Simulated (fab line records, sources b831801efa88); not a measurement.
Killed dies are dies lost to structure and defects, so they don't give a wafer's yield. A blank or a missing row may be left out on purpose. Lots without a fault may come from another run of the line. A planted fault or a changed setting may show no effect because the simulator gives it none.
A struck lot beside a sound one | flow sky130 | 15 steps out of a route of 708
Sound: wafers L925.1, L925.2, L925.3. Struck: wafer L936.4. (L936.3, L936.5 of the same lot were not struck and are left out.) The cause comes at the end.
At each step with rows: each side's tool, then ch and its chambers, then its first start. Under that, the readings that differ: sound wafers | struck wafers | difference of the means | sigmas: that difference in standard deviations of wafers without a fault.
alike: readings whose means differ by less than 2 such deviations, and words and numbers that are the same on both sides. not compared: withheld readings, readings that some wafer has no value for, bounds like >300 that may hide the same value, and numbers for which the record gives no deviation and whose values overlap.
The two part at a step that has a row with sigmas, a row that says differs or no value, or rows on one side only. Numbers that don't overlap but have no deviation are shown without sigmas and don't part them. A reading that every wafer of one side lacks parts them only if that side has two wafers or more.

first, 3 steps without rows for these wafers: SKY_LI_CONTACT_EXPOSE_09 (exposes mask LICM1, target cd 170 nm); SKY_LI_CONTACT_PEB_10; SKY_LI_CONTACT_DEVELOP_11 (develop time 60 s).
SKY_LI_CONTACT_CD_MEAS_12: target cd 170 nm.
  sound on cd_sem-02, day 29 11:59; struck on cd_sem-02, day 33 05:36
  reading    | sound             | struck | difference | sigmas
  cd_nm (nm) | 166.0 167.4 166.7 | 169.9  | +3.2       | +2
SKY_LI_CONTACT_OVL_MEAS_13:
  sound on overlay-02, day 29 12:06; struck on overlay-01, day 33 05:42
  reading             | sound   | struck | difference | sigmas
  LI_CONTACT_OVL (nm) | 3 -1 -5 | -14    | -13        | -3
SKY_LI_CONTACT_ETCH_14: etches BARC in N2/H2, stops on SiO2, time 45.9 s, target depth 60 nm.
  sound on rie_diel-03 ch 0,1,2, day 29 12:08; struck on rie_diel-02 ch 3, day 33 05:43
  alike: chamber_pressure_mTorr, drypump_motor_current_A, oes_product_au, throttle_valve_pct
  not compared: rf_hours_counter_h
SKY_LI_CONTACT_ETCH_15: etches PSG in C4F8/O2/Ar, stops on Si, target depth 600 nm.
  sound on rie_diel-03 ch 0,1,2, day 29 12:11; struck on rie_diel-02 ch 3, day 33 05:46
  alike: chamber_pressure_mTorr, oes_product_au
SKY_LI_CONTACT_STRIP_16: strips in O2/N2.
  sound on plasma_asher-01 ch 0,1, day 29 12:16; struck on plasma_asher-01 ch 0, day 33 05:53
  reading               | sound             | struck | difference | sigmas
  oes_product_au (a.u.) | 0.375 0.372 0.371 | 0.388  | +0.015     | +3
  alike: chamber_pressure_mTorr, drypump_motor_current_A, strip_time_to_endpoint_s
  not compared: rf_hours_counter_h
then, 2 steps without rows for these wafers: SKY_LI_CONTACT_CLEAN_17 (cleans in NMP, time 600 s); SKY_LI_CONTACT_PRE_CLEAN_18 (time 5.6 s).
SKY_LI_CONTACT_SPUTTER_19: material Ti, target thk 20 nm, time 106.37 s.
  sound on pvd_sputter-04, day 29 12:34; struck on pvd_sputter-02, day 33 06:10
  alike: chamber_pressure_pa, substrate_temp_c, throttle_valve_pct
SKY_LI_CONTACT_SPUTTER_20: material TiN, target thk 20 nm, time 80 s.
  sound on pvd_sputter-04, day 29 12:38; struck on pvd_sputter-02, day 33 06:14
  alike: chamber_pressure_pa, throttle_valve_pct
SKY_LI_CONTACT_CVD_21: deposits W, target thk 400 nm, time 120.56 s.
  sound on cvd_w-01 ch 0,1, day 29 12:42; struck on cvd_w-01 ch 1, day 33 06:20
  reading                                  | sound           | struck | difference | sigmas
  model.W_of_LI_CONTACT_CVD_21.thk_nm (nm) | 390.6 397 399.3 | 407.1  | +11.5      |
  alike: heater_power_w
  not compared: since_wet_clean_h
SKY_LI_CONTACT_RS_MEAS_22: measures by four-point-probe.
  sound on film_metro-04, day 29 12:49; struck on film_metro-03, day 33 06:28
  reading                  | sound             | struck | difference | sigmas
  LI_CONTACT_W_RS (ohm/sq) | 0.292 0.287 0.285 | 0.279  | -0.009     | -2
-- the record jumps here: 16 days lie between the struck wafers' starts before and after (it left off in module LI_CONTACT and takes up again in module PAD_OPEN, whose first step shown is number 708 of the route) --
SKY_PAD_OPEN_PROBE_99:
  sound on prober-02, day 46 03:38; struck on prober-01, day 48 18:53
  reading             | sound    | struck | difference | sigmas
  killed_at_front_end | 19 15 16 | 9      | -8         | -2
  killed_dies         | 93 86 95 | 73     | -18        | -2
  killed_short        | 42 44 39 | 25     | -17        | -3
  alike: killed_at_M0_to_M3, killed_at_M4_up, killed_at_contacts, killed_at_other, killed_open

WHERE THEY PART
First at SKY_LI_CONTACT_CD_MEAS_12; last, within this record, at SKY_PAD_OPEN_PROBE_99.

WHY: what the simulator had put in
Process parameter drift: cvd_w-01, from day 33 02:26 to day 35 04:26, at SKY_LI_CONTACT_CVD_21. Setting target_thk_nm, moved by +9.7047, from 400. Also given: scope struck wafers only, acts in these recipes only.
